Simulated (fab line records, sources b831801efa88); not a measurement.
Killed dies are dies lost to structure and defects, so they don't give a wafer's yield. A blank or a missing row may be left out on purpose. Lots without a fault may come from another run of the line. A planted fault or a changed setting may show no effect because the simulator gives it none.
One fault seen from 2 desks | flow sky130 | each desk has only its own numbers; what lay behind them comes last

THE TOOL OWNER'S DESK: rie_diel-04
The tool's own readings at SKY_PAD_OPEN_ETCH_07 (etches the open film in CF4/O2, stops on AlCu, target depth 725 nm, time 161.1 s): means of the sampled wafers that have a number, for each lot that ran on this tool. A lot is out of limits, marked OUT, if its mean lies more than 4 standard deviations from the usual mean; the brackets give that distance.
Columns: A = drypump_motor_current_A at SKY_PAD_OPEN_ETCH_07, usual 5.9 A; B = oes_product_au at SKY_PAD_OPEN_ETCH_07, usual 0.977 a.u.; C = throttle_valve_pct at SKY_PAD_OPEN_ETCH_07, usual 5.965 %
lot  | first seen here | A   | B     | C
L707 | day 46 12:21    | 6.0 | 0.973 | 5.956
L710 | day 46 19:39    | 5.7 | 0.984 | 5.961
L716 | day 47 22:39    | 5.9 | 0.970 | 5.963
L727 | day 51 03:44    | 5.8 | 0.979 | 5.964
L729 | day 51 05:53    | 5.8 | 0.977 | 5.969
This desk's finding: nothing out of limits on any of the 5 lots.

THE METROLOGY DESK
What the gauges read, lot by lot, whatever tool the lot ran on: means of the sampled wafers that have a number. A lot is out of limits, marked OUT, if its mean lies more than 4 standard deviations from the usual mean; the brackets give that distance.
Columns: A = NWELL_TW at SKY_NWELL_TW_MEAS_15, usual 1812; B = VT_ADJUST_LVTN_OVL at SKY_VT_ADJUST_LVTN_OVL_MEAS_07, usual 0.8 nm
lot  | first seen here | A    | B
L706 | day 5 04:12     | 1827 | -1.2
L707 | day 5 11:47     | 1818 | 0.8
L708 | day 5 12:26     | 1810 | -0.1
L710 | day 5 17:35     | 1820 | 3.4
L716 | day 7 01:50     | 1806 | 0.2
L721 | day 8 03:55     | 1800 | 2.8
L722 | day 8 09:15     | 1804 | 0.3
L724 | day 8 21:05     | 1798 | 2.2
L726 | day 9 18:11     | 1784 | -0.5
L727 | day 10 06:50    | 1819 | 1.8
L728 | day 10 12:48    | 1822 | -0.2
L729 | day 10 13:51    | 1802 | 0.3
This desk's finding: nothing out of limits on any of the 12 lots.

PUT TOGETHER
The tool owner's desk saw nothing out of limits.
The metrology desk saw nothing out of limits.

WHAT THE SIMULATOR HAD PUT IN
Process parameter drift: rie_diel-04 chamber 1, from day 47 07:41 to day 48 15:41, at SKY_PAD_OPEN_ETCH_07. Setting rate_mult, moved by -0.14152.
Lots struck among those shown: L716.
